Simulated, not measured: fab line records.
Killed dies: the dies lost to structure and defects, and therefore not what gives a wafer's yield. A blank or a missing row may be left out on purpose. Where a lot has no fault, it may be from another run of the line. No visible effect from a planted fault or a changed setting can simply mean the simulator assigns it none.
Chamber matching || flow sky130 || cmp-02 running SKY_VIA1_CMP_24: 4 sister chambers
The step polishes, stops on SiO2, t overpolish 15 s, target thk 0 nm. 24 wafers are shown with their chamber, then 12 later ones without.

WAFERS, EACH WITH ITS CHAMBER
{"wafer": "L074.1", "chamber": 0, "motorCurrentA (A)": 9.0, "timeToEndpointS (s)": 69, "headPressurePsi (psi)": 3.500}
{"wafer": "L074.4", "chamber": 2, "motorCurrentA (A)": 9.8, "timeToEndpointS (s)": 70, "headPressurePsi (psi)": 3.499}
{"wafer": "L074.6", "chamber": 2, "motorCurrentA (A)": 9.4, "timeToEndpointS (s)": 69, "headPressurePsi (psi)": 3.501}
{"wafer": "L075.3", "chamber": 2, "motorCurrentA (A)": 9.6, "timeToEndpointS (s)": 67, "headPressurePsi (psi)": 3.496}
{"wafer": "L075.4", "chamber": 3, "motorCurrentA (A)": 12.5, "timeToEndpointS (s)": 59, "headPressurePsi (psi)": 3.490}
{"wafer": "L075.5", "chamber": 1, "motorCurrentA (A)": 9.9, "timeToEndpointS (s)": 59, "headPressurePsi (psi)": 3.493}
{"wafer": "L078.1", "chamber": 1, "motorCurrentA (A)": 9.6, "timeToEndpointS (s)": 61, "headPressurePsi (psi)": 3.496}
{"wafer": "L078.5", "chamber": 0, "motorCurrentA (A)": 8.7, "timeToEndpointS (s)": 65, "headPressurePsi (psi)": 3.500}
{"wafer": "L078.6", "chamber": 1, "motorCurrentA (A)": 10.0, "timeToEndpointS (s)": 65, "headPressurePsi (psi)": 3.495}
{"wafer": "L080.1", "chamber": 0, "motorCurrentA (A)": 9.0, "timeToEndpointS (s)": 65, "headPressurePsi (psi)": 3.494}
{"wafer": "L080.2", "chamber": 3, "motorCurrentA (A)": 11.5, "timeToEndpointS (s)": 64, "headPressurePsi (psi)": 3.501}
{"wafer": "L080.5", "chamber": 1, "motorCurrentA (A)": 9.8, "timeToEndpointS (s)": 64, "headPressurePsi (psi)": 3.510}
{"wafer": "L081.1", "chamber": 1, "motorCurrentA (A)": 10.1, "timeToEndpointS (s)": 67, "headPressurePsi (psi)": 3.504}
{"wafer": "L081.3", "chamber": 2, "motorCurrentA (A)": 10.0, "timeToEndpointS (s)": 76, "headPressurePsi (psi)": 3.505}
{"wafer": "L081.4", "chamber": 3, "motorCurrentA (A)": 12.0, "timeToEndpointS (s)": 65, "headPressurePsi (psi)": 3.502}
{"wafer": "L082.3", "chamber": 0, "motorCurrentA (A)": 8.7, "timeToEndpointS (s)": 63, "headPressurePsi (psi)": 3.497}
{"wafer": "L082.5", "chamber": 2, "motorCurrentA (A)": 9.9, "timeToEndpointS (s)": 69, "headPressurePsi (psi)": 3.490}
{"wafer": "L082.6", "chamber": 1, "motorCurrentA (A)": 9.7, "timeToEndpointS (s)": 57, "headPressurePsi (psi)": 3.509}
{"wafer": "L088.3", "chamber": 3, "motorCurrentA (A)": 11.9, "timeToEndpointS (s)": 58, "headPressurePsi (psi)": 3.488}
{"wafer": "L088.5", "chamber": 3, "motorCurrentA (A)": 11.9, "timeToEndpointS (s)": 60, "headPressurePsi (psi)": 3.491}
{"wafer": "L088.6", "chamber": 2, "motorCurrentA (A)": 9.5, "timeToEndpointS (s)": 66, "headPressurePsi (psi)": 3.495}
{"wafer": "L089.4", "chamber": 0, "motorCurrentA (A)": 8.7, "timeToEndpointS (s)": 63, "headPressurePsi (psi)": 3.493}
{"wafer": "L089.5", "chamber": 3, "motorCurrentA (A)": 11.7, "timeToEndpointS (s)": 60, "headPressurePsi (psi)": 3.502}
{"wafer": "L089.6", "chamber": 2, "motorCurrentA (A)": 9.9, "timeToEndpointS (s)": 65, "headPressurePsi (psi)": 3.504}

SIGNATURES (means of the wafers above)
{"reading": "motorCurrentA", "chamber 0": 8.820, "chamber 1": 9.850, "chamber 2": 9.729, "chamber 3": 11.917, "scatter within a chamber": 0.241}
{"reading": "timeToEndpointS", "chamber 0": 65.00, "chamber 1": 62.17, "chamber 2": 68.86, "chamber 3": 61.00, "scatter within a chamber": 3.28}
{"reading": "headPressurePsi", "chamber 0": 3.49680, "chamber 1": 3.50117, "chamber 2": 3.49857, "chamber 3": 3.49567, "scatter within a chamber": 0.00597}
Rule: a wafer's distance from a chamber is the root of the sum, over the readings, of the square of ((its reading less the chamber's mean) divided by the reading's scatter). If the next closest chamber is less than 2 further off than the closest, the wafer can't be placed; otherwise it belongs to the closest. The scatter: take each reading less its chamber's mean, square it, sum over the shown wafers, divide by the number of wafers less the number of chambers, and take the root.

WAFERS WITHOUT THEIR CHAMBER
{"wafer": "L093.2", "motorCurrentA (A)": 11.9, "timeToEndpointS (s)": 57, "headPressurePsi (psi)": 3.501}
{"wafer": "L093.3", "motorCurrentA (A)": 8.4, "timeToEndpointS (s)": 62, "headPressurePsi (psi)": 3.508}
{"wafer": "L093.5", "motorCurrentA (A)": 10.1, "timeToEndpointS (s)": 54, "headPressurePsi (psi)": 3.498}
{"wafer": "L094.1", "motorCurrentA (A)": 8.8, "timeToEndpointS (s)": 62, "headPressurePsi (psi)": 3.505}
{"wafer": "L094.2", "motorCurrentA (A)": 9.2, "timeToEndpointS (s)": 65, "headPressurePsi (psi)": 3.500}
{"wafer": "L094.5", "motorCurrentA (A)": 9.7, "timeToEndpointS (s)": 57, "headPressurePsi (psi)": 3.501}
{"wafer": "L096.3", "motorCurrentA (A)": 12.3, "timeToEndpointS (s)": 57, "headPressurePsi (psi)": 3.495}
{"wafer": "L096.4", "motorCurrentA (A)": 10.0, "timeToEndpointS (s)": 56, "headPressurePsi (psi)": 3.503}
{"wafer": "L096.5", "motorCurrentA (A)": 9.9, "timeToEndpointS (s)": 66, "headPressurePsi (psi)": 3.502}
{"wafer": "L097.2", "motorCurrentA (A)": 10.3, "timeToEndpointS (s)": 68, "headPressurePsi (psi)": 3.496}
{"wafer": "L097.3", "motorCurrentA (A)": 12.0, "timeToEndpointS (s)": 60, "headPressurePsi (psi)": 3.500}
{"wafer": "L097.4", "motorCurrentA (A)": 9.7, "timeToEndpointS (s)": 58, "headPressurePsi (psi)": 3.511}

WHICH CHAMBER EACH WENT THROUGH
{"wafer": "L093.2", "from the rows above": 3, "in truth": 3}
{"wafer": "L093.3", "from the rows above": 0, "in truth": 0}
{"wafer": "L093.5", "from the rows above": 1, "in truth": 1}
{"wafer": "L094.1", "from the rows above": 0, "in truth": 0}
{"wafer": "L094.2", "from the rows above": "can't be placed: 0 or 2 or 1", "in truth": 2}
{"wafer": "L094.5", "from the rows above": "can't be placed: 1 or 2", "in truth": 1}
{"wafer": "L096.3", "from the rows above": 3, "in truth": 3}
{"wafer": "L096.4", "from the rows above": 1, "in truth": 1}
{"wafer": "L096.5", "from the rows above": "can't be placed: 1 or 2", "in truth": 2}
{"wafer": "L097.2", "from the rows above": "can't be placed: 2 or 1", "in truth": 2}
{"wafer": "L097.3", "from the rows above": 3, "in truth": 3}
{"wafer": "L097.4", "from the rows above": "can't be placed: 1 or 2", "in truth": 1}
Correct placement for 7 of the 12. These rows do not allow placing 5 (true chamber among the candidates in 5). Placed wrongly: 0.
